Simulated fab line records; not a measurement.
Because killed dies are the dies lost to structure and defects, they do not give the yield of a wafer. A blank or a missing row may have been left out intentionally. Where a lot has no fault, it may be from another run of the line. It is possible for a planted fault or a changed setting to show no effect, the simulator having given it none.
Struck lot and sound lot, side by side || flow sky130 || 16 steps out of a route of 708
Sound: the wafers L716.1, L716.2, L716.3. The struck wafers were L719.2, L719.3, L719.4. At the end, the cause is stated.
Order at every step that has rows: each side's tool, ch and its chambers, its first start. Under that, the readings that differ: sound wafers || struck wafers || difference of the means || sigmas: that difference in standard deviations of wafers without a fault.
alike: same words and numbers on both sides, and readings whose means sit less than 2 such deviations apart. not compared: any withheld reading, any reading some wafer has no value for, any bound like >300 that may hide the same value, and any number with overlapping values for which the record gives no deviation.
Wherever a step has rows on one side only, a row that says differs or no value, or a row with sigmas, the two part there. Non-overlapping numbers with no deviation appear without sigmas and do not part them. A reading that every wafer of one side lacks parts them only if that side has two wafers or more.

first, 1 step without rows for these wafers: SKY_VIA4_HDPCVD_00 (deposits SiO2, target thk 1750 nm, time 291.7 s).
SKY_VIA4_THK_MEAS_01:
  sound: filmMetro-01 at day 43 08:47; struck: filmMetro-01 at day 43 18:44
  alike: VIA4_HDPCVD_THK
SKY_VIA4_CMP_02: polishes SiO2.
  sound on cmp-02 ch 0,1,3, day 43 08:51; struck on cmp-01 ch 1,2,3, day 43 18:47
  alike: motorCurrentA, slurryFilterDpKPa
SKY_VIA4_BOW_MEAS_03:
  sound: filmMetro-01 at day 43 09:09; struck: filmMetro-02 at day 43 19:07
  alike: VIA4_BOW
then, 7 steps without rows for these wafers: SKY_VIA4_DEHYDRATE_04 (time 60 s); SKY_VIA4_HMDS_05 (prime time 60 s); SKY_VIA4_COAT_06 (resist thk 1140 nm); SKY_VIA4_SOFTBAKE_07 (time 57.09 s); SKY_VIA4_EXPOSE_08 (exposes mask VIM4, target cd 800 nm); SKY_VIA4_PEB_09; SKY_VIA4_DEVELOP_10 (develop time 60 s).
SKY_VIA4_OVL_MEAS_11:
  sound: overlay-02 at day 44 09:01; struck: overlay-01 at day 44 17:10
  alike: VIA4_OVL
SKY_VIA4_ETCH_12: etches SiO2 in C4F8/O2/Ar, stops on TiN, target depth 580 nm.
  sound on rieDiel-04 ch 0,2,3, day 44 09:03; struck on rieDiel-04 ch 0,2,3, day 44 17:12
  no value came back on the struck wafers for biasW (W), chamberPressureMTorr (mTorr), oesProductAu (a.u.); on the sound wafers biasW (W) reads 1194 1197 1197
{"reading": "model.NOVOLAK_of_VIA4_COAT_06.thkNm (nm)", "sound": "1008 1008 1009", "struck": "1141 1140 1141", "difference": "+132", "sigmas": ""}
SKY_VIA4_STRIP_13: strips in O2/N2.
  sound on plasmaAsher-02 ch 0,1, day 44 09:08; struck on plasmaAsher-03 ch 0,1, day 44 17:17
{"reading": "stripTimeToEndpointS (s)", "sound": "12.76 12.85 12.76", "struck": "14.20 14.16 14.20", "difference": "+1.40", "sigmas": "+37"}
  alike: drypumpMotorCurrentA, oesProductAu
  not compared: rfHoursCounterH
then, 1 step without rows for these wafers: SKY_VIA4_STRIP_14 (strips in post etch residue remover, time 1200 s).
-- the record jumps here: 3 days lie between the struck wafers' starts before and after (it left off in module VIA4 and takes up again in module PAD_OPEN, whose first step shown is number 708 of the route) --
SKY_PAD_OPEN_PROBE_99:
  sound: prober-02 at day 47 04:26; struck: prober-02 at day 47 11:51
{"reading": "hold", "sound": "- - -", "struck": "awaitDispo/8.4h/scrap awaitDispo/8.4h/scrap awaitDispo/8.4h/scrap", "difference": "no value on the sound wafers", "sigmas": ""}
{"reading": "defectLimitedYield (%)", "sound": "84.1 82.5 84.6", "struck": "0 0 0", "difference": -84, "sigmas": -47}
{"reading": "killed_at_M4_up", "sound": "2 6 2", "struck": "414 401 413", "difference": "+406", "sigmas": "+99 or more"}
{"reading": "killedDies", "sound": "78 86 76", "struck": "492 492 492", "difference": "+412", "sigmas": "+46"}
{"reading": "killedOnRim", "sound": "10 16 19", "struck": "96 96 96", "difference": "+81", "sigmas": "+25"}
{"reading": "sort_bin_5_function (%)", "sound": "9.8 10.4 10.2", "struck": "93.3 92.5 92.9", "difference": "+82.8", "sigmas": "+64"}
{"reading": "sortNPass", "sound": "414 406 416", "struck": "0 0 0", "difference": -412, "sigmas": -46}
{"reading": "sortYieldPct (%)", "sound": "84.1 82.5 84.6", "struck": "0 0 0", "difference": -84, "sigmas": -47}
  alike: killed_at_M0_to_M3, killedAtContacts, killedAtFrontEnd, killedAtOther, killedOpen, killedShort, sort_bin_3_pad_short, sort_bin_6_memory

## WHERE THEY PART
Earliest at SKY_VIA4_ETCH_12; latest, in this record, at SKY_PAD_OPEN_PROBE_99.

WHY: what the simulator had put in
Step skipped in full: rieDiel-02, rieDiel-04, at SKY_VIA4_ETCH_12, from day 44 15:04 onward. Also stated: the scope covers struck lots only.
